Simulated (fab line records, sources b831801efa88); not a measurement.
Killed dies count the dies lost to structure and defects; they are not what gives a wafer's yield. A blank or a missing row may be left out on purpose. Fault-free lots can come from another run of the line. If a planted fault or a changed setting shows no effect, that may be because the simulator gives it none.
One fault through the eyes of 2 desks :: flow gf180mcu :: each desk holds nothing but its own numbers, with what lay behind them at the end

## DESK OF THE TOOL OWNER: rieSi-02
The tool's own readings at GF_STI_ETCH_14 (etches Si in HBr/Cl2/O2, target depth 360 nm, time 102.9 s): means of the sampled wafers that have a number, for each lot that ran on this tool. A lot is out of limits, marked OUT, if its mean lies more than 4 standard deviations from the usual mean; the brackets give that distance.
Columns: A = chamberPressureMTorr at GF_STI_ETCH_14, usual 15.001 mTorr; B = drypumpMotorCurrentA at GF_STI_ETCH_14, usual 5.8 A; C = oesProductAu at GF_STI_ETCH_14, usual 1.003 a.u.; D = throttleValvePct at GF_STI_ETCH_14, usual 25.656 %
lot: L153
first seen here: day 2 06:16
A: 14.997
B: 5.3
C: 0.987
D: 25.666

lot: L155
first seen here: day 2 16:50
A: 14.991
B: 5.4
C: 1.007
D: 25.660

lot: L160
first seen here: day 3 19:01
A: 15.007
B: 5.7
C: 0.991
D: 25.671

lot: L161
first seen here: day 4 00:07
A: 15.007
B: 5.4
C: 0.887 (-12) OUT
D: 25.731 (+7.7) OUT

lot: L163
first seen here: day 4 11:34
A: 15.009
B: 5.2
C: 0.897 (-11) OUT
D: 25.723 (+6.9) OUT

lot: L175
first seen here: day 7 00:44
A: 15.004
B: 5.6
C: 0.995
D: 25.661
This desk's finding: out of limits on L161, L163; first on L161, day 4 00:07 (oesProductAu at GF_STI_ETCH_14). L153, L155, L160, L175 stayed within limits.

## METROLOGY DESK
Means of the sampled wafers that have a number, per lot and without regard to the tool the lot ran on: this is what the gauges read. A lot is out of limits, marked OUT, if its mean lies more than 4 standard deviations from the usual mean; the brackets give that distance.
Columns: A = STI_CVD_23_THK at GF_STI_THK_MEAS_24, usual 649 nm; B = HV_LDD_CVD_54_THK at GF_HV_LDD_THK_MEAS_55, usual 9.92 nm
lot: L153
first seen here: day 2 08:47
A: 653
B: 9.93

lot: L155
first seen here: day 2 18:40
A: 647
B: 9.98

lot: L157
first seen here: day 3 04:50
A: 656
B: 9.83

lot: L160
first seen here: day 3 20:53
A: 647
B: 9.89

lot: L161
first seen here: day 4 03:22
A: 643
B: 9.82

lot: L163
first seen here: day 4 13:58
A: 660
B: 10.03

lot: L168
first seen here: day 5 15:52
A: 653
B: 10.02

lot: L169
first seen here: day 5 19:49
A: 640
B: 9.74

lot: L170
first seen here: day 6 01:36
A: 643
B: 9.89

lot: L171
first seen here: day 6 08:01
A: 649
B: 9.93

lot: L172
first seen here: day 6 12:47
A: 642
B: 9.94

lot: L175
first seen here: day 7 02:33
A: 657
B: 9.70
Finding of this desk: none of the 12 lots has anything out of limits.

## ALL TOGETHER
An alarm could have come from the tool owner's desk at day 4 00:07, on L161, L163.
At the metrology desk, nothing out of limits was observed.
The metrology desk holds a record of L161, L163, inside its limits.
Every lot named ran GF_STI_ETCH_14 on rieSi-02.

## WHAT HAD BEEN PUT IN BY THE SIMULATOR
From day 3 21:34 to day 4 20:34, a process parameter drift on rieSi-02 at GF_STI_ETCH_14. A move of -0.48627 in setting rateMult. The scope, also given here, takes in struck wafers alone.
Struck lots among those shown: L161, L163.
Time in hours from fault onset to the first out-of-limits reading at each desk: the tool owner's desk, 3.
